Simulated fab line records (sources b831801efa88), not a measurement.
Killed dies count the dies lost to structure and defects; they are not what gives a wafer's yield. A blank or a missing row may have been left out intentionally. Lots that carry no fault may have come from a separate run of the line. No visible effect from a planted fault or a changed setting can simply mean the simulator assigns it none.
Split-lot trial    flow sfqLine    route with 325 steps; 5 lots, 23 wafers read

== THE SPLIT ITSELF ==
At SFQ_TRILAYER_M2_ETCH_METAL_ETCH_060 (etches Nb in Cl2/Ar, stops on SiO2, target depth 240 nm, time 120 s), the setting timeS was moved away from the recipe's 120 s on 8 of the 23 wafers read, by -14.0% to -3.8%. For the rest of the wafers, this setting stayed at what the recipe calls for.

The reading is taken at the split's own step.

== THE READING ==
oesProductAu, in a.u., at SFQ_TRILAYER_M2_ETCH_METAL_ETCH_060 (etches Nb in Cl2/Ar, stops on SiO2, target depth 240 nm, time 120 s). A value of 0.908 a.u. with a standard deviation of 0.008 a.u. is what fault-free wafers of this fab line usually give.

wafer   tool, chamber at the split  timeS as run, s  against the recipe  oesProductAu, a.u.  against lot-mates on the recipe
L074.1  rieMetal-04, 1              103.2            -14.0%              0.971               +0.064
L074.2  rieMetal-04, 0              103.2            -14.0%              0.987               +0.080
L074.3  rieMetal-04, 0              120              recipe              0.912               -
L074.5  rieMetal-04, 0              120              recipe              0.903               -
L074.6  rieMetal-04, 1              103.2            -14.0%              0.972               +0.065
L077.2  rieMetal-02, 0              104.8            -12.7%              0.992               +0.077
L077.3  rieMetal-02, 1              104.8            -12.7%              0.990               +0.075
L077.4  rieMetal-02, 0              120              recipe              0.910               -
L077.5  rieMetal-02, 1              120              recipe              0.920               -
L077.6  rieMetal-02, 0              104.8            -12.7%              0.988               +0.073
L081.1  rieMetal-04, 0              120              recipe              0.914               -
L081.2  rieMetal-04, 1              120              recipe              0.911               -
L081.3  rieMetal-04, 0              115.4            -3.8%               0.939               +0.026
L081.4  rieMetal-04, 1              120              recipe              0.915               -
L081.5  rieMetal-04, 0              115.4            -3.8%               0.928               +0.015
L082.2  rieMetal-01, 0              120              recipe              0.899               -
L082.3  rieMetal-01, 1              120              recipe              0.915               -
L082.4  rieMetal-01, 0              120              recipe              0.905               -
L085.1  rieMetal-01, 1              120              recipe              0.904               -
L085.2  rieMetal-01, 0              120              recipe              0.901               -
L085.3  rieMetal-01, 0              120              recipe              0.888               -
L085.5  rieMetal-01, 1              120              recipe              0.895               -
L085.6  rieMetal-01, 0              120              recipe              0.898               -

FIT RESULTS
A straight line over all 23 wafers: oesProductAu changes by -0.00575 a.u. for each +1% of timeS; r = -0.96; the points scatter about the line by 0.0099 a.u.
The same after taking each lot's own level away (the mean of its wafers on the recipe; 23 wafers): -0.00537 a.u. for each +1%; r = -0.98; scatter 0.0064 a.u.
The reading moves by 0.075 a.u. for the largest change in timeS, on that fit.
The span of the lots' own levels, 0.8972 to 0.9150 a.u., comes to 2.2 times the standard deviation stated above.
The two slopes agree, so the slope changes little with the lot-to-lot level.
Check: with one of the wafers moved furthest among these (-14.0%) left out of the fit, the line predicts +0.0779 a.u. for it against its lot-mates. Against them it came out at +0.0635 a.u.
Tool readings at the split's step, against how far the setting was moved: oesProductAu r = -0.96.

== ADDITIONAL SPLITS CARRIED BY THESE WAFERS ==
Note: prior to the reading, these wafers also went through further splits. Each is held against what the fit with the lots' levels taken away leaves over:
other split on the same wafers                      wafers away from the commonest value  r with oesProductAu (lot level and that fit taken away)
SFQ_TRILAYER_I1_VIA_BARC_OPEN_VIA_ETCH_071 sourceW  10                                    +0.07
SFQ_TRILAYER_M2_LITHO_COAT_062 resistThkNm          9                                     -0.09
SFQ_TRILAYER_M2_LITHO_PEB_060 pebTimeS              4                                     +0.17

== THE WHOLE CHAIN: every reading that the file lists as answering this split, in the file's order ==
step                                 what it does                                                         reading                                                                                   change (the file's fit)                    r (the file's)
SFQ_TRILAYER_M2_ETCH_METAL_ETCH_060  etches Nb in Cl2/Ar, stops on SiO2, target depth 240 nm, time 120 s  oesProductAu                                                                              -0.00539 a.u. for each +1% of the setting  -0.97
SFQ_TRILAYER_M2_ETCH_METAL_ETCH_060  etches Nb in Cl2/Ar, stops on SiO2, target depth 240 nm, time 120 s  KrF_of_TRILAYER_M2_LITHO_COAT_057.thkNm (the simulator's own value, which no gauge read)  -1.38 nm for each +1% of the setting       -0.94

== THE FILE'S OWN FIT ==
oesProductAu changes by -0.00539 a.u. for each +1% of timeS, r = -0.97.
